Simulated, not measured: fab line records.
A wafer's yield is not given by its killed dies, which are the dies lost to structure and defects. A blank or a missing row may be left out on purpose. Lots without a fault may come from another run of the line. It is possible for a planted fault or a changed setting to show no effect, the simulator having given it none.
A struck lot beside a sound one    flow sky130    30 steps out of a route of 708
Sound: the wafers L570.3, L570.5, L570.6. Wafers struck: L574.1, L574.2, L574.4. The cause is given at the end.
Order at every step that has rows: each side's tool, ch and its chambers, its first start. Under that, the readings that differ: sound wafers    struck wafers    difference of the means    sigmas: that difference in standard deviations of wafers without a fault.
alike: words and numbers the same on both sides, and readings whose means are apart by under 2 such deviations; not compared: readings that were withheld, readings missing a value for some wafer, numbers with overlapping values and no deviation given by the record, and bounds like >300 which may hide the same value.
A row with sigmas, a row that says differs or no value, or rows on one side alone: a step with any of these is where the two part. Numbers that don't overlap but have no deviation are shown without sigmas and don't part them. Lack of a reading on every wafer of one side parts them only where that side has two or more wafers.

first, 5 steps without rows for these wafers: SKY_SONOS_ONO_COAT_08 (resist thk 1140 nm); SKY_SONOS_ONO_SOFTBAKE_09 (time 60 s); SKY_SONOS_ONO_EXPOSE_10 (exposes mask ONOM, target cd 410 nm); SKY_SONOS_ONO_PEB_11; SKY_SONOS_ONO_DEVELOP_12 (develop time 60 s).
SKY_SONOS_ONO_CD_MEAS_13 targets a cd of 410 nm.
  sound on cdSem-01 at day 16 00:20; struck on cdSem-02 at day 16 11:34
reading    sound              struck             difference  sigmas
cdNm (nm)  412.8 412.5 414.5  406.3 407.3 408.7  -5.8        -3
SKY_SONOS_ONO_OVL_MEAS_14:
  sound on overlay-01 at day 16 00:25; struck on overlay-02 at day 16 11:41
  alike: SONOS_ONO_OVL
SKY_SONOS_ONO_ETCH_15: etches the open film in CHF3/O2, target depth 19.52 nm, time 7.8 s.
  sound on rieDiel-01 ch 1,2, day 16 00:26; struck on rieDiel-02 ch 0,1,2, day 16 11:43
  alike: chamberPressureMTorr, drypumpMotorCurrentA, oesProductAu, throttleValvePct
  not compared: rfHoursCounterH
then, 1 step without rows for these wafers: SKY_SONOS_ONO_WET_ETCH_16 (etches SiO2 in dHF, target depth 14 nm, time 280 s).
SKY_SONOS_ONO_STRIP_17: strips in O2/N2.
  sound on plasmaAsher-02 ch 0,1, day 16 00:35; struck on plasmaAsher-01 ch 0,1, day 16 11:50
  alike: chamberPressureMTorr, drypumpMotorCurrentA, oesProductAu, stripTimeToEndpointS
  not compared: rfHoursCounterH
then, 2 steps without rows for these wafers: SKY_SONOS_ONO_WET_ETCH_18 (etches Si3N4 in H3PO4, target depth 15 nm, time 172 s); SKY_GATE_OXIDE_CLEAN_00 (cleans in SC1/SC2, time 150 s).
SKY_GATE_OXIDE_OXIDATION_01: stabilise 600 s, purge 300 s, target thk 10.268 nm.
  sound on furnace-01 ch 0, day 16 01:00; struck on furnace-01 ch 0, day 16 13:25
reading                                           sound              struck             difference  sigmas
spikeTcBottomC (C)                                917.5 919.5 920.0  908.5 910.5 908.0  -10.0       -10
spikeTcCentreC (C)                                899.0 897.3 900.2  888.0 889.0 888.7  -10.3       -9
spikeTcLowerC (C)                                 898.9 899.4 899.4  889.1 889.0 890.0  -9.9        -10
spikeTcTopC (C)                                   907.7 907.8 907.3  896.8 897.8 898.1  -10.0       -5
spikeTcUpperC (C)                                 899.4 898.0 898.6  888.7 888.8 886.1  -10.8       -11
model.SiO2_of_GATE_OXIDE_OXIDATION_01.thkNm (nm)  10.35 10.25 10.18  9.206 9.398 9.317  -0.953      
  alike: zonePowerTopPct, zonePowerUpperPct
SKY_GATE_OXIDE_THK_MEAS_02:
  sound on filmMetro-04 at day 16 02:29; struck on filmMetro-04 at day 16 14:50
reading                           sound              struck          difference  sigmas
GATE_OXIDE_OXIDATION_00_THK (nm)  10.39 10.26 10.25  9.19 9.37 9.30  -1.01       -5
then, 7 steps without rows for these wafers: SKY_GATE_OXIDE_DEHYDRATE_03 (time 60 s); SKY_GATE_OXIDE_HMDS_04 (prime time 60 s); SKY_GATE_OXIDE_COAT_05 (resist thk 1140 nm); SKY_GATE_OXIDE_SOFTBAKE_06 (time 60 s); SKY_GATE_OXIDE_EXPOSE_07 (exposes mask LVOM, target cd 600 nm); SKY_GATE_OXIDE_PEB_08; SKY_GATE_OXIDE_DEVELOP_09 (develop time 60 s).
SKY_GATE_OXIDE_OVL_MEAS_10:
  sound on overlay-01 at day 17 07:23; struck on overlay-02 at day 17 19:16
  alike: GATE_OXIDE_OVL
then, 2 steps without rows for these wafers: SKY_GATE_OXIDE_IMPLANT_11; SKY_GATE_OXIDE_WET_ETCH_12 (etches SiO2 in dHF, target depth 16.8 nm, time 336 s).
SKY_GATE_OXIDE_STRIP_13: strips in O2/N2.
  sound on plasmaAsher-02 ch 0,1, day 17 07:41; struck on plasmaAsher-02 ch 0,1, day 17 19:33
  alike: chamberPressureMTorr, drypumpMotorCurrentA, oesProductAu, stripTimeToEndpointS
  not compared: rfHoursCounterH
SKY_GATE_OXIDE_TW_MEAS_14:
  sound on filmMetro-04 at day 17 07:46; struck on filmMetro-01 at day 17 19:39
  alike: GATE_OXIDE_TW
then, 1 step without rows for these wafers: SKY_GATE_OXIDE_CLEAN_15 (cleans in SC1/SC2, time 150 s).
SKY_GATE_OXIDE_OXIDATION_16: stabilise 600 s, purge 300 s, target thk 3.57 nm.
  sound on furnace-02 ch 0, day 17 08:42; struck on furnace-01 ch 0, day 17 21:08
reading                                           sound              struck             difference  sigmas
model.SiO2_of_GATE_OXIDE_OXIDATION_01.thkNm (nm)  11.74 11.63 11.55  10.63 10.83 10.72  -0.91       
  alike: spikeTcBottomC, spikeTcCentreC, spikeTcLowerC, spikeTcTopC, spikeTcUpperC, zonePowerTopPct, zonePowerUpperPct
then, 1 step without rows for these wafers: SKY_POLY_GATE_CVD_00 (deposits poly-Si, target thk 180 nm, time 720 s).
-- a jump in the record: the struck wafers' starts before and after are 31 days apart (it breaks off in module POLY_GATE and resumes in module PAD_OPEN, where the first step shown is number 708 of the route) --
SKY_PAD_OPEN_PROBE_99:
  sound on prober-01 at day 49 03:43; struck on prober-02 at day 49 05:07
reading                              sound                         struck                         difference  sigmas
model.etest.nfet_16v.rOnOhmUm        1.41e+04 1.395e+04 1.396e+04  1.343e+04 1.335e+04 1.334e+04  -6.300e+02  
model.etest.pfetG5v0d10v5.rOnOhmUm   4884 4834 4862                4580 4545 4587                 -289        
model.etest.tipSonos.rsOhmSq         2749 2722 2704                2425 2455 2458                 -279        
model.etest.nfetG5v0d10v5.rOnOhmUm   1909 1920 1904                1773 1804 1800                 -119        
model.etest.nfetG5v0d10v5.driveUaUm  599.2 598.2 608.6             654.9 646 653                  +49.3       
model.etest.nfet_05v0_nvt.driveUaUm  567 569 579.4                 615.2 612.8 619.4              +44.0       
model.etest.pfetG5v0d10v5.driveUaUm  330.4 335 330.7               363.4 364.5 360.9              +30.9       
model.etest.nfet_16v.driveUaUm       220.8 221.1 221.9             243.6 238.1 241.7              +19.9       
  alike: killed_at_M0_to_M3, killed_at_M4_up, killedAtContacts, killedAtFrontEnd, killedAtOther, killedDies, killedOpen, killedShort

## WHERE THEY PART
Earliest at SKY_SONOS_ONO_CD_MEAS_13; latest, in this record, at SKY_GATE_OXIDE_THK_MEAS_02. Later steps at which nothing parts them and some readings are alike: SKY_GATE_OXIDE_OVL_MEAS_10, SKY_GATE_OXIDE_STRIP_13, SKY_GATE_OXIDE_TW_MEAS_14, SKY_GATE_OXIDE_OXIDATION_16, SKY_PAD_OPEN_PROBE_99.

WHY: what the simulator had put in
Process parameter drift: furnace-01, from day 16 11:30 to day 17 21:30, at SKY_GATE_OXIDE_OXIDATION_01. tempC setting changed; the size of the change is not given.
